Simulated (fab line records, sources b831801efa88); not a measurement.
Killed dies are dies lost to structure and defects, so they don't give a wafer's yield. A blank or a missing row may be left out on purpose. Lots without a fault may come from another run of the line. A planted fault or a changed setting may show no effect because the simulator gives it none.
fab line records | flow sky130
record lots=5 wafers=15 last_day=50
route steps=708 shown METAL5@668 PASSIVATION@681 PAD_OPEN@694
lots that met no fault: from a run of the same line without faults
start_h: hours from the record's first day to the start of the lot's first wafer shown | wait_h: hours since the lot's step before | " the same as in the row above | L1.1+2: a row that stands for several wafers | - no value, or no start given | * or withheld: withheld | < > ~ a bound
route shown NAME@n: a module of which the file shows steps, and the number in the route of the first | usual: mean/standard deviation of fault-free wafers | same: alike in all rows | chamber/n: place in a boat | sites: the reading at each site | _std_site: their standard deviation | _edge_site: outer sites' mean less inner sites' | radius_mm: how far each site lies from the wafer's centre | mask NAME#n: copy n | behind: the tool/chamber that last shaped the wafer | hold: why the lot was held/for how many hours/how that ended | device: the transistor (n, p or np) that didn't switch | end of line: the same wafers' tests at the end of the route | a step without rows: its recipe alone | killed: dies lost to structure and defects at the first sort, not the wafer's yield | map: a wafer's dies, x killed, . not, _ none there
set.NAME: the setting as run; set.NAME@STEP: as run at that earlier step | model.NAME: the simulator's own value behind a step, which no gauge read
lots at some steps of the route; a table a step, a row a wafer
services: from which hour (start_h, from the record's first day; less than 0 if before it) a tool's chamber was out of use, for how many hours, and why
## steps
# step SKY_METAL5_DEHYDRATE_07
# recipe temp_c=200 time_s=60
# columns lot.wafer tool chamber start_h wait_h
L082.2+4+6 litho_track-03 0 1065.52 9.3
L084.1+3+4 litho_track-04 0 1085.24 8.9
L086.1+3+5 litho_track-02 0 1099.83 9.8
L096.2+5+6 litho_track-03 0 1152.02 7.7
L097.3+4+6 litho_track-02 0 1158.88 9.4
# step SKY_METAL5_HMDS_08
# recipe prime_time_s=60 prime_temp_c=120
# columns lot.wafer tool chamber start_h wait_h
L082.2+4+6 litho_track-03 0 1065.67 0.1
L084.1+3+4 litho_track-04 0 1085.39 0.1
L086.1+3+5 litho_track-02 0 1099.98 0.1
L096.2+5+6 litho_track-03 0 1152.17 0.1
L097.3+4+6 litho_track-02 0 1159.03 0.1
# step SKY_METAL5_COAT_09
# recipe resist=NOVOLAK spin_rpm=3000 resist_thk_nm=1800
# columns lot.wafer tool chamber start_h wait_h
L082.2+4+6 litho_track-03 0 1065.82 0.1
L084.1+3+4 litho_track-04 0 1085.54 0.1
L086.1+3+5 litho_track-02 0 1100.13 0.1
L096.2+5+6 litho_track-03 0 1152.32 0.1
L097.3+4+6 litho_track-02 0 1159.18 0.1
# step SKY_METAL5_SOFTBAKE_10
# recipe temp_c=90 time_s=60 resist=NOVOLAK
# columns lot.wafer tool chamber start_h wait_h
L082.2+4+6 litho_track-03 0 1065.97 0.1
L084.1+3+4 litho_track-04 0 1085.69 0.1
L086.1+3+5 litho_track-02 0 1100.28 0.1
L096.2+5+6 litho_track-03 0 1152.47 0.1
L097.3+4+6 litho_track-02 0 1159.33 0.1
# step SKY_METAL5_EXPOSE_11
# recipe mask_id=MM5 na=0.6 source_shape=conventional sigma_outer=0.6 polarization=unpolarized target_cd_nm=1600 dose_mj=190
# usual focus_offset_nm=-0.1/0.47 reticle_temp_C=23.00/0.11
# columns lot.wafer tool chamber start_h wait_h mask focus_offset_nm reticle_temp_C
L082.2 iline_stepper-01 0 - - MM5#0 0.8 22.92
L082.4 " 0 " " MM5#0 0.3 22.95
L082.6 " 0 " " MM5#0 0.1 22.87
L084.1 iline_stepper-02 0 - - MM5#0 -0.1 23.25
L084.3 " 0 " " MM5#0 0.0 23.14
L084.4 " 0 " " MM5#0 -0.3 23.11
L086.1 iline_stepper-02 0 - - MM5#0 -0.5 22.91
L086.3 " 0 " " MM5#0 -0.4 22.76
L086.5 " 0 " " MM5#0 0.1 22.88
L096.2 iline_stepper-01 0 - - MM5#0 0.0 22.85
L096.5 " 0 " " MM5#0 0.3 22.99
L096.6 " 0 " " MM5#0 -1.1 22.84
L097.3 iline_stepper-01 0 - - MM5#0 -0.5 23.10
L097.4 " 0 " " MM5#0 0.6 22.98
L097.6 " 0 " " MM5#0 -0.6 23.10
# step SKY_METAL5_PEB_12
# recipe temp_c=withheld time_s=* resist=NOVOLAK
# columns lot.wafer tool chamber start_h wait_h
L082.2+4+6 litho_track-03 0 - -
L084.1+3+4 litho_track-04 0 - -
L086.1+3+5 litho_track-04 0 - -
L096.2+5+6 litho_track-03 0 - -
L097.3+4+6 litho_track-03 0 - -
# step SKY_METAL5_DEVELOP_13
# recipe resist=NOVOLAK developer=TMAH develop_time_s=60 dev_temp_c=23
# columns lot.wafer tool chamber start_h wait_h
L082.2+4+6 litho_track-03 0 1076.57 0.1
L084.1+3+4 litho_track-04 0 1095.54 0.1
L086.1+3+5 litho_track-04 0 1109.24 0.1
L096.2+5+6 litho_track-03 0 1162.12 0.1
L097.3+4+6 litho_track-03 0 1167.74 0.1
# step SKY_METAL5_DESCUM_14
# recipe chemistry=O2 source_power_w=150 bias_power_w=0 pressure_mtorr=10 temp_c=40 time_s=11
# usual drypump_motor_current_A=5.9/0.36 oes_product_au=1.001/0.0083
# columns lot.wafer tool chamber start_h wait_h drypump_motor_current_A oes_product_au rf_hours_counter_h
L082.2 rie_metal-01 1 1076.69 0.1 5.8 0.990 22
L082.4 " 1 " " 5.8 1.002 -
L082.6 " 1 " " 5.8 1.003 -
L084.1 rie_metal-04 0 1095.69 0.1 5.3 1.003 14
L084.3 " 0 " " 5.3 1.004 -
L084.4 " 1 " " 6.2 0.989 -
L086.1 rie_metal-04 0 1109.39 0.1 5.3 1.009 15
L086.3 " 0 " " 5.3 1.013 -
L086.5 " 1 " " 6.2 1.000 -
L096.2 rie_metal-02 1 1162.24 0.1 5.7 1.003 23
L096.5 " 1 " " 5.7 1.000 -
L096.6 " 0 " " 6.2 0.994 -
L097.3 rie_metal-04 1 1167.85 0.1 6.2 1.000 -
L097.4 " 0 " " 5.3 0.997 -
L097.6 " 0 " " 5.3 0.996 -
# step SKY_METAL5_METAL_ETCH_15
# recipe target_depth_a=12600 stop_on=SiO2 over_etch_frac=0.2 time_s=252 chemistry=Cl2/BCl3 resist_sidewall_deg=86 pressure_mtorr=10 icp_w=900 bias_w=48.5 Cl2_flow_sccm=60 bcl3_flow_sccm=30
# usual drypump_motor_current_A=5.9/0.36 oes_product_au=0.904/0.0061 throttle_valve_pct=22.264/0.0091
# columns lot.wafer tool chamber start_h wait_h drypump_motor_current_A oes_product_au rf_hours_counter_h throttle_valve_pct
L082.2 rie_metal-01 1 1076.73 0.0 5.8 0.901 22 22.255
L082.4 " 1 " " 5.8 0.911 - 22.276
L082.6 " 1 " " 5.8 0.907 - 22.261
L084.1 rie_metal-04 0 1095.72 0.0 5.3 0.899 14 22.265
L084.3 " 0 " " 5.3 0.900 - 22.263
L084.4 " 1 " " 6.2 0.902 - 22.259
L086.1 rie_metal-04 0 1109.42 0.0 5.3 0.907 15 22.259
L086.3 " 0 " " 5.3 0.908 - 22.245
L086.5 " 1 " " 6.2 0.910 - 22.254
L096.2 rie_metal-02 1 1162.28 0.0 5.7 0.916 23 22.270
L096.5 " 1 " " 5.7 0.902 - 22.259
L096.6 " 0 " " 6.2 0.908 - 22.269
L097.3 rie_metal-04 1 1167.96 0.1 6.2 0.898 - 22.275
L097.4 " 0 " " 5.3 0.905 - 22.257
L097.6 " 0 " " 5.3 0.900 - 22.257
# step SKY_METAL5_STRIP_16
# recipe chemistry=O2/N2 power_w=1400 pressure_mtorr=1500 platen_temp_c=withheld o2_flow_sccm=3000 n2_flow_sccm=300 overash_fraction=0.5
# usual drypump_motor_current_A=5.6/0.44 oes_product_au=0.710/0.0041 strip_time_to_endpoint_s=13.09/0.12
# columns lot.wafer tool chamber start_h wait_h drypump_motor_current_A oes_product_au rf_hours_counter_h strip_time_to_endpoint_s
L082.2 plasma_asher-01 0 1076.96 0.2 5.9 0.723 1 13.09
L082.4 " 1 " " 5.1 0.711 - 12.99
L082.6 " 1 " " 5.1 0.708 - 13.10
L084.1 plasma_asher-01 1 1095.96 0.2 5.1 0.709 3 13.12
L084.3 " 1 " " 5.1 0.713 - 13.05
L084.4 " 0 " " 5.8 0.714 - 13.27
L086.1 plasma_asher-04 1 1109.66 0.2 5.0 0.713 66 12.90
L086.3 " 1 " " 5.0 0.707 - 12.89
L086.5 " 0 " " 5.9 0.713 - 13.03
L096.2 plasma_asher-03 1 1162.51 0.2 5.7 0.705 39 13.08
L096.5 " 1 " " 5.8 0.705 - 13.02
L096.6 " 0 " " 6.2 0.711 - 13.06
L097.3 plasma_asher-04 1 1168.15 0.1 5.0 0.713 - 13.12
L097.4 " 0 " " 5.9 0.709 - 12.98
L097.6 " 1 " " 4.9 0.707 - 12.95
# step SKY_METAL5_STRIP_17
# recipe chemistry=post_etch_residue_remover time_s=1200 temp_c=71.43
# columns lot.wafer tool chamber start_h wait_h
L082.2+4+6 wet_bench-03 1 1077.06 0.1
L084.1+3+4 wet_bench-03 3 1096.06 0.1
L086.1+3+5 wet_bench-01 2 1109.80 0.1
L096.2+5+6 wet_bench-03 1 1162.61 0.1
L097.3+4+6 wet_bench-03 3 1168.21 0.0
# step SKY_METAL5_CLEAN_18
# recipe chemistry=IPA time_s=180 temp_c=25
# columns lot.wafer tool chamber start_h wait_h
L082.2+4+6 wet_bench-02 2 1077.40 0.0
L084.1+3+4 wet_bench-02 1 1096.40 0.0
L086.1+3+5 wet_bench-03 3 1110.17 0.0
L096.2+5+6 wet_bench-02 1 1162.95 0.0
L097.3+4+6 wet_bench-03 2 1168.59 0.0
# step SKY_METAL5_CLEAN_19
# recipe chemistry=O3/DIW dry=n2_spin
# columns lot.wafer tool chamber start_h wait_h
L082.2+4+6 wet_bench-03 3 1077.46 0.0
L084.1+3+4 wet_bench-03 3 1096.46 0.0
L086.1+3+5 wet_bench-02 0 1110.23 0.0
L096.2+5+6 wet_bench-03 1 1163.02 0.0
L097.3+4+6 wet_bench-03 0 1168.65 0.0
# step SKY_PASSIVATION_CVD_00
# recipe material=SiO2 target_thk_nm=90 temp_c=400 time_s=withheld rf_w=600
# usual heater_power_w=660/56
# columns lot.wafer tool chamber start_h wait_h heater_power_w
L082.2 pecvd-03 1 1077.55 0.0 728
L082.4 " 2 " " 628
L082.6 " 0 " " 637
L084.1 pecvd-01 0 1096.56 0.0 698
L084.3 " 2 " " 634
L084.4 " 0 " " 692
L086.1 pecvd-01 1 1110.33 0.0 693
L086.3 " 2 " " 601
L086.5 " 1 " " 689
L096.2 pecvd-01 0 1163.12 0.0 626
L096.5 " 0 " " 625
L096.6 " 1 " " 694
L097.3 pecvd-02 0 1168.75 0.0 672
L097.4 " 2 " " 746
L097.6 " 0 " " 665
# step SKY_PASSIVATION_THK_MEAS_01
# recipe reads=SiO2_of_PASSIVATION_CVD_00
# usual PASSIVATION_CVD_00_THK=90.1/1.3
# columns lot.wafer tool chamber start_h wait_h PASSIVATION_CVD_00_THK[nm]
L082.2 film_metro-04 - 1077.58 - 88.1
L082.4 " - " " 90.0
L082.6 " - " " 89.9
L084.1 film_metro-01 - 1096.58 - 88.7
L084.3 " - " " 90.3
L084.4 " - " " 91.5
L086.1 film_metro-01 - 1110.35 - 90.4
L086.3 " - " " 89.1
L086.5 " - " " 92.1
L096.2 film_metro-01 - 1163.15 - 89.6
L096.5 " - " " 90.2
L096.6 " - " " 91.3
L097.3 film_metro-01 - 1168.79 - 88.7
L097.4 " - " " 90.5
L097.6 " - " " 90.0
# step SKY_PASSIVATION_CVD_02
# recipe material=Si3N4 target_thk_nm=540 temp_c=400 time_s=withheld rf_w=450
# usual heater_power_w=716/61
# columns lot.wafer tool chamber start_h wait_h heater_power_w
L082.2 pecvd-01 0 1077.63 0.0 785
L082.4 " 2 " " 736
L082.6 " 1 " " 601
L084.1 pecvd-02 1 1096.64 0.1 734
L084.3 " 2 " " 729
L084.4 " 1 " " 621
L086.1 pecvd-02 2 1110.41 0.1 723
L086.3 " 0 " " 586
L086.5 " 1 " " 734
L096.2 pecvd-03 2 1163.20 0.0 702
L096.5 " 2 " " 728
L096.6 " 1 " " 812
L097.3 pecvd-03 1 1168.83 0.0 772
L097.4 " 0 " " 733
L097.6 " 2 " " 571
# step SKY_PASSIVATION_THK_MEAS_03
# recipe reads=Si3N4_of_PASSIVATION_CVD_02
# usual PASSIVATION_CVD_02_THK=538/7.4
# columns lot.wafer tool chamber start_h wait_h PASSIVATION_CVD_02_THK[nm]
L082.2 film_metro-01 - 1077.96 - 537
L082.4 " - " " 544
L082.6 " - " " 549
L084.1 film_metro-04 - 1096.86 - 534
L084.3 " - " " 536
L084.4 " - " " 543
L086.1 film_metro-04 - 1110.64 - 532
L086.3 " - " " 536
L086.5 " - " " 533
L096.2 film_metro-04 - 1163.43 - 531
L096.5 " - " " 538
L096.6 " - " " 543
L097.3 film_metro-04 - 1169.08 - 535
L097.4 " - " " 548
L097.6 " - " " 541
# step SKY_PASSIVATION_DEHYDRATE_04
# recipe temp_c=200 time_s=60
# columns lot.wafer tool chamber start_h wait_h
L082.2+4+6 litho_track-04 0 1087.46 9.5
L084.1+3+4 litho_track-04 0 1105.84 9.0
L086.1+3+5 litho_track-04 0 1117.34 6.7
L096.2+5+6 litho_track-02 0 1171.16 7.7
L097.3+4+6 litho_track-01 0 1177.32 8.2
# step SKY_PASSIVATION_HMDS_05
# recipe prime_time_s=60 prime_temp_c=120
# columns lot.wafer tool chamber start_h wait_h
L082.2+4+6 litho_track-04 0 1087.61 0.1
L084.1+3+4 litho_track-04 0 1105.99 0.1
L086.1+3+5 litho_track-04 0 1117.49 0.1
L096.2+5+6 litho_track-02 0 1171.31 0.1
L097.3+4+6 litho_track-01 0 1177.47 0.1
# step SKY_PASSIVATION_COAT_06
# recipe spin_rpm=2000 resist_thk_nm=3000
# columns lot.wafer tool chamber start_h wait_h
L082.2+4+6 litho_track-04 0 1087.76 0.1
L084.1+3+4 litho_track-04 0 1106.14 0.1
L086.1+3+5 litho_track-04 0 1117.64 0.1
L096.2+5+6 litho_track-02 0 1171.46 0.1
L097.3+4+6 litho_track-01 0 1177.62 0.1
# step SKY_PASSIVATION_SOFTBAKE_07
# recipe temp_c=110 time_s=withheld
# columns lot.wafer tool chamber start_h wait_h
L082.2+4+6 litho_track-04 0 1087.92 0.1
L084.1+3+4 litho_track-04 0 1106.29 0.1
L086.1+3+5 litho_track-04 0 1117.79 0.1
L096.2+5+6 litho_track-02 0 1171.62 0.1
L097.3+4+6 litho_track-01 0 1177.79 0.1
# step SKY_PASSIVATION_EXPOSE_08
# recipe mask_id=NSM target_cd_nm=3000 na=0.57 dose_mj=260
# usual focus_offset_nm=-0.1/0.5 reticle_temp_C=23.00/0.094
# columns lot.wafer tool chamber start_h wait_h mask focus_offset_nm reticle_temp_C
L082.2 iline_stepper-01 0 - - NSM#0 0.4 22.84
L082.4 " 0 " " NSM#0 -0.3 22.88
L082.6 " 0 " " NSM#0 -0.3 22.98
L084.1 iline_stepper-01 0 - - NSM#0 -0.6 22.93
L084.3 " 0 " " NSM#0 0.2 22.79
L084.4 " 0 " " NSM#0 -0.6 22.91
L086.1 iline_stepper-02 0 - - NSM#0 0.0 23.07
L086.3 " 0 " " NSM#0 -0.8 22.99
L086.5 " 0 " " NSM#0 -0.1 23.04
L096.2 iline_stepper-01 0 - - NSM#0 -0.4 23.24
L096.5 " 0 " " NSM#0 -0.1 23.03
L096.6 " 0 " " NSM#0 0.0 23.00
L097.3 iline_stepper-02 0 - - NSM#0 -0.4 23.17
L097.4 " 0 " " NSM#0 -0.3 23.09
L097.6 " 0 " " NSM#0 0.3 23.08
# step SKY_PASSIVATION_PEB_09
# recipe temp_c=115 time_s=withheld
# columns lot.wafer tool chamber start_h wait_h
L082.2+4+6 litho_track-04 0 - -
L084.1+3+4 litho_track-01 0 - -
L086.1+3+5 litho_track-01 0 - -
L096.2+5+6 litho_track-02 0 - -
L097.3+4+6 litho_track-02 0 - -
# step SKY_PASSIVATION_DEVELOP_10
# recipe develop_time_s=60 dev_temp_c=23
# columns lot.wafer tool chamber start_h wait_h
L082.2+4+6 litho_track-04 0 - -
L084.1+3+4 litho_track-01 0 - -
L086.1+3+5 litho_track-01 0 - -
L096.2+5+6 litho_track-02 0 - -
L097.3+4+6 litho_track-02 0 - -
# step SKY_PASSIVATION_ETCH_11
# recipe chemistry=CF4/O2 target_depth_nm=725 stop_on=AlCu source_w=800 bias_w=150 pressure_mtorr=150 cf4_flow_sccm=80 O2_flow_sccm=10 time_s=161.1
# usual drypump_motor_current_A=5.8/0.42 oes_product_au=0.976/0.0067 throttle_valve_pct=5.965/0.008
# columns lot.wafer tool chamber start_h wait_h drypump_motor_current_A oes_product_au rf_hours_counter_h throttle_valve_pct
L082.2 rie_diel-03 0 1098.04 - 5.1 0.972 25 5.968
L082.4 " 0 " " 5.1 0.975 - 5.959
L082.6 " 1 " " 5.4 0.981 - 5.964
L084.1 rie_diel-02 2 1113.42 - 5.9 0.970 24 5.973
L084.3 " 0 " " 6.3 0.978 14 5.980
L084.4 " 3 " " 6.3 0.983 18 5.973
L086.1 rie_diel-02 2 1125.62 - 5.9 0.979 24 5.964
L086.3 " 3 " " 6.3 0.971 19 5.973
L086.5 " 2 " " 5.9 0.967 - 5.954
L096.2 rie_diel-02 3 1180.28 - 6.3 0.967 20 5.959
L096.5 " 2 " " 5.9 0.976 - 5.960
L096.6 " 3 " " 6.3 0.974 - 5.956
L097.3 rie_diel-02 3 1185.33 - 6.3 0.968 21 5.964
L097.4 " 0 " " 6.3 0.986 17 5.980
L097.6 " 1 " " 6.2 0.975 - 5.967
# step SKY_PASSIVATION_STRIP_12
# recipe chemistry=O2/N2 power_w=1400 pressure_mtorr=1500 platen_temp_c=withheld overash_fraction=0.7 o2_flow_sccm=3000 n2_flow_sccm=300
# usual drypump_motor_current_A=5.6/0.41 oes_product_au=0.661/0.0042 strip_time_to_endpoint_s=31.50/0.14
# columns lot.wafer tool chamber start_h wait_h drypump_motor_current_A oes_product_au rf_hours_counter_h strip_time_to_endpoint_s
L082.2 plasma_asher-04 0 1098.20 0.1 5.9 0.664 65 31.56
L082.4 " 0 " " 5.9 0.668 - 31.55
L082.6 " 0 " " 5.9 0.656 - 31.37
L084.1 plasma_asher-02 1 1113.53 0.1 5.9 0.674 100 31.62
L084.3 " 0 " " 5.3 0.658 - 31.61
L084.4 " 1 " " 5.9 0.661 - 31.66
L086.1 plasma_asher-04 1 1125.73 0.1 5.0 0.658 68 31.52
L086.3 " 0 " " 5.9 0.663 - 31.50
L086.5 " 1 " " 5.0 0.657 - 31.51
L096.2 plasma_asher-02 0 1180.39 0.1 5.3 0.653 107 31.44
L096.5 " 0 " " 5.3 0.666 - 31.55
L096.6 " 1 " " 5.9 0.662 - 31.43
L097.3 plasma_asher-04 0 1185.47 0.1 5.9 0.663 - 31.44
L097.4 " 1 " " 5.0 0.659 - 31.32
L097.6 " 0 " " 6.0 0.660 - 31.45
# step SKY_PAD_OPEN_DEHYDRATE_00
# recipe temp_c=200 time_s=60
# columns lot.wafer tool chamber start_h wait_h
L082.2+4+6 litho_track-01 0 1107.00 8.8
L084.1+3+4 litho_track-04 0 1120.89 7.3
L086.1+3+5 litho_track-04 0 1133.94 8.2
L096.2+5+6 litho_track-03 0 1187.57 7.1
L097.3+4+6 litho_track-04 0 1192.74 7.2
# step SKY_PAD_OPEN_HMDS_01
# recipe prime_time_s=60 prime_temp_c=120
# columns lot.wafer tool chamber start_h wait_h
L082.2+4+6 litho_track-01 0 1107.15 0.1
L084.1+3+4 litho_track-04 0 1121.04 0.1
L086.1+3+5 litho_track-04 0 1134.09 0.1
L096.2+5+6 litho_track-03 0 1187.72 0.1
L097.3+4+6 litho_track-04 0 1192.89 0.1
# step SKY_PAD_OPEN_COAT_02
# recipe spin_rpm=2000 resist_thk_nm=3000
# columns lot.wafer tool chamber start_h wait_h
L082.2+4+6 litho_track-01 0 1107.30 0.1
L084.1+3+4 litho_track-04 0 1121.19 0.1
L086.1+3+5 litho_track-04 0 1134.24 0.1
L096.2+5+6 litho_track-03 0 1187.87 0.1
L097.3+4+6 litho_track-04 0 1193.04 0.1
# step SKY_PAD_OPEN_SOFTBAKE_03
# recipe temp_c=110 time_s=withheld
# columns lot.wafer tool chamber start_h wait_h
L082.2+4+6 litho_track-01 0 1107.46 0.1
L084.1+3+4 litho_track-04 0 1121.34 0.1
L086.1+3+5 litho_track-04 0 1134.39 0.1
L096.2+5+6 litho_track-03 0 1188.03 0.1
L097.3+4+6 litho_track-04 0 1193.21 0.1
# step SKY_PAD_OPEN_EXPOSE_04
# recipe mask_id=PDM target_cd_nm=60000 na=0.57 dose_mj=260
# usual focus_offset_nm=-0.1/0.48 reticle_temp_C=22.98/0.098
# columns lot.wafer tool chamber start_h wait_h mask focus_offset_nm reticle_temp_C
L082.2 iline_stepper-02 0 - - PDM#0 0.7 22.96
L082.4 " 0 " " PDM#0 -0.1 22.96
L082.6 " 0 " " PDM#0 0.5 22.89
L084.1 iline_stepper-02 0 - - PDM#0 -0.1 22.89
L084.3 " 0 " " PDM#0 0.2 23.08
L084.4 " 0 " " PDM#0 -0.2 23.03
L086.1 iline_stepper-01 0 - - PDM#0 0.1 23.12
L086.3 " 0 " " PDM#0 0.5 23.05
L086.5 " 0 " " PDM#0 0.2 22.98
L096.2 iline_stepper-01 0 - - PDM#0 0.8 22.92
L096.5 " 0 " " PDM#0 0.9 22.88
L096.6 " 0 " " PDM#0 0.4 22.97
L097.3 iline_stepper-01 0 - - PDM#0 -0.2 22.94
L097.4 " 0 " " PDM#0 -0.2 22.87
L097.6 " 0 " " PDM#0 0.2 22.89
# step SKY_PAD_OPEN_PEB_05
# recipe temp_c=115 time_s=withheld
# columns lot.wafer tool chamber start_h wait_h
L082.2+4+6 litho_track-03 0 - -
L084.1+3+4 litho_track-04 0 - -
L086.1+3+5 litho_track-01 0 - -
L096.2+5+6 litho_track-03 0 - -
L097.3+4+6 litho_track-04 0 - -
# step SKY_PAD_OPEN_DEVELOP_06
# recipe develop_time_s=60 dev_temp_c=23
# columns lot.wafer tool chamber start_h wait_h
L082.2+4+6 litho_track-03 0 - -
L084.1+3+4 litho_track-04 0 - -
L086.1+3+5 litho_track-01 0 - -
L096.2+5+6 litho_track-03 0 - -
L097.3+4+6 litho_track-04 0 - -
# step SKY_PAD_OPEN_ETCH_07
# recipe chemistry=CF4/O2 target_depth_nm=725 stop_on=AlCu source_w=800 bias_w=150 pressure_mtorr=150 cf4_flow_sccm=80 O2_flow_sccm=10 time_s=159
# usual drypump_motor_current_A=5.9/0.45 oes_product_au=0.982/0.0073 throttle_valve_pct=5.965/0.0089
# columns lot.wafer tool chamber start_h wait_h drypump_motor_current_A oes_product_au rf_hours_counter_h throttle_valve_pct
L082.2 rie_diel-01 3 1114.89 - 6.6 0.983 16 5.961
L082.4 " 2 " " 5.7 0.985 24 5.962
L082.6 " 2 " " 5.7 0.980 - 5.948
L084.1 rie_diel-02 2 1129.79 - 5.9 0.983 25 5.968
L084.3 " 1 " " 6.2 0.979 20 5.962
L084.4 " 3 " " 6.3 0.982 19 5.965
L086.1 rie_diel-01 1 1143.77 - 6.5 0.984 26 5.962
L086.3 " 0 " " 5.5 0.976 15 5.949
L086.5 " 2 " " 5.8 0.986 - 5.950
L096.2 rie_diel-02 2 1196.04 - 6.0 0.972 27 5.965
L096.5 " 0 " " 6.3 0.987 - 5.969
L096.6 " 1 " " 6.2 0.987 - 5.974
L097.3 rie_diel-01 3 1200.94 - 6.6 0.977 20 5.953
L097.4 " 1 " " 6.5 0.989 28 5.957
L097.6 " 2 " " 5.8 0.979 - 5.965
# step SKY_PAD_OPEN_STRIP_08
# recipe chemistry=O2/N2 power_w=1400 pressure_mtorr=1500 platen_temp_c=withheld overash_fraction=0.7 o2_flow_sccm=3000 n2_flow_sccm=300
# usual drypump_motor_current_A=5.7/0.36 oes_product_au=0.662/0.0045 strip_time_to_endpoint_s=37.10/0.12
# columns lot.wafer tool chamber start_h wait_h drypump_motor_current_A oes_product_au rf_hours_counter_h strip_time_to_endpoint_s
L082.2 plasma_asher-01 1 1115.00 0.1 5.1 0.669 5 37.13
L082.4 " 1 " " 5.0 0.653 - 37.12
L082.6 " 1 " " 5.1 0.659 - 37.02
L084.1 plasma_asher-01 1 1129.90 0.1 5.1 0.669 7 37.15
L084.3 " 0 " " 5.8 0.664 - 37.04
L084.4 " 1 " " 5.1 0.662 - 37.08
L086.1 plasma_asher-03 1 1143.88 0.1 5.7 0.660 38 37.26
L086.3 " 1 " " 5.7 0.671 - 37.21
L086.5 " 1 " " 5.7 0.652 - 37.17
L096.2 plasma_asher-02 1 1196.15 0.1 5.9 0.661 109 36.91
L096.5 " 1 " " 5.9 0.659 - 36.91
L096.6 " 0 " " 5.3 0.665 - 36.99
L097.3 plasma_asher-02 1 1201.08 0.1 5.9 0.658 - 37.06
L097.4 " 0 " " 5.3 0.665 - 37.13
L097.6 " 0 " " 5.3 0.658 - 37.20
# step SKY_PAD_OPEN_STRIP_09
# recipe chemistry=post_etch_residue_remover time_s=1200 temp_c=72.5
# columns lot.wafer tool chamber start_h wait_h
L082.2+4+6 wet_bench-02 1 1115.10 0.1
L084.1+3+4 wet_bench-02 2 1130.00 0.1
L086.1+3+5 wet_bench-01 2 1143.98 0.1
L096.2+5+6 wet_bench-01 0 1196.25 0.1
L097.3+4+6 wet_bench-01 3 1201.19 0.1
# step SKY_PAD_OPEN_CLEAN_10
# recipe chemistry=IPA time_s=180 temp_c=25
# columns lot.wafer tool chamber start_h wait_h
L082.2+4+6 wet_bench-01 1 1115.51 0.0
L084.1+3+4 wet_bench-01 3 1130.37 0.0
L086.1+3+5 wet_bench-04 0 1144.39 0.0
L096.2+5+6 wet_bench-01 1 1196.59 0.0
L097.3+4+6 wet_bench-04 3 1201.85 0.3
# step SKY_PAD_OPEN_CLEAN_11
# recipe chemistry=O3/DIW dry=n2_spin
# columns lot.wafer tool chamber start_h wait_h
L082.2+4+6 wet_bench-02 2 1115.57 0.0
L084.1+3+4 wet_bench-04 0 1130.43 0.0
L086.1+3+5 wet_bench-01 2 1144.45 0.0
L096.2+5+6 wet_bench-04 1 1196.65 0.0
L097.3+4+6 wet_bench-02 0 1201.93 0.0
# step SKY_PAD_OPEN_ANNEAL_12
# recipe temp_c=400 time_s=withheld ambient=N2/H2 idle_temp_c=300 ramp_up_c_per_min=8 ramp_down_c_per_min=4
# usual zone_power_upper_pct=5.1/0.97
# columns lot.wafer tool chamber start_h wait_h zone_power_upper_pct
L082.2 furnace-01 0 1115.68 0.0 4.1
L082.4 " 0 " " 4.1
L082.6 " 0 " " 4.0
L084.1 furnace-01 0 1130.52 0.0 4.1
L084.3 " 0 " " 4.0
L084.4 " 0 " " 4.0
L086.1 furnace-01 0 1144.56 0.0 4.1
L086.3 " 0 " " 4.0
L086.5 " 0 " " 4.1
L096.2 furnace-01 0 1196.74 0.0 4.1
L096.5 " 0 " " 4.1
L096.6 " 0 " " 4.1
L097.3 furnace-02 0 1202.04 0.0 6.0
L097.4 " 0 " " 6.1
L097.6 " 0 " " 6.2
# step SKY_PAD_OPEN_BOW_MEAS_13
# recipe mode=bow
# usual PAD_OPEN_BOW=45/9.1
# columns lot.wafer tool chamber start_h wait_h PAD_OPEN_BOW[um]
L082.2 film_metro-04 - 1117.20 - 47
L082.4 " - " " 52
L082.6 " - " " 50
L084.1 film_metro-04 - 1132.02 - 44
L084.3 " - " " 46
L084.4 " - " " 44
L086.1 film_metro-04 - 1146.06 - 35
L086.3 " - " " 47
L086.5 " - " " 54
L096.2 film_metro-01 - 1198.26 - 40
L096.5 " - " " 40
L096.6 " - " " 50
L097.3 film_metro-04 - 1203.61 - 65
L097.4 " - " " 49
L097.6 " - " " 59
## services
# columns tool chamber start_h hours kind
rie_metal-04 1 1045.65 7.9 repair
rie_metal-02 - 1050.04 0.3 repair
plasma_asher-01 - 1055.25 9.0 pm
iline_stepper-02 - 1075.41 5.3 repair
rie_diel-02 0 1084.69 6.1 repair
rie_diel-02 1 1087.51 3.0 repair
iline_stepper-02 - 1089.21 1.7 pm
rie_metal-01 1 1094.02 17.4 repair
plasma_asher-03 - 1102.46 1.9 repair
rie_metal-01 0 1110.66 6.3 repair
plasma_asher-03 - 1112.13 14.6 pm
furnace-01 - 1120.33 6.2 repair
rie_diel-01 - 1123.16 0.6 repair
pecvd-01 2 1141.53 18.1 repair
rie_diel-01 3 1154.68 2.5 repair
iline_stepper-02 - 1160.74 12.9 repair
rie_diel-02 0 1161.23 1.2 repair
rie_diel-02 0 1162.89 2.6 repair
iline_stepper-01 - 1173.65 1.7 pm
furnace-01 - 1178.83 3.2 pm
pecvd-02 - 1180.87 3.2 repair
iline_stepper-01 - 1193.93 7.4 repair
pecvd-02 - 1198.46 1.0 repair
pecvd-01 - 1200.02 2.8 pm
## key
fault none
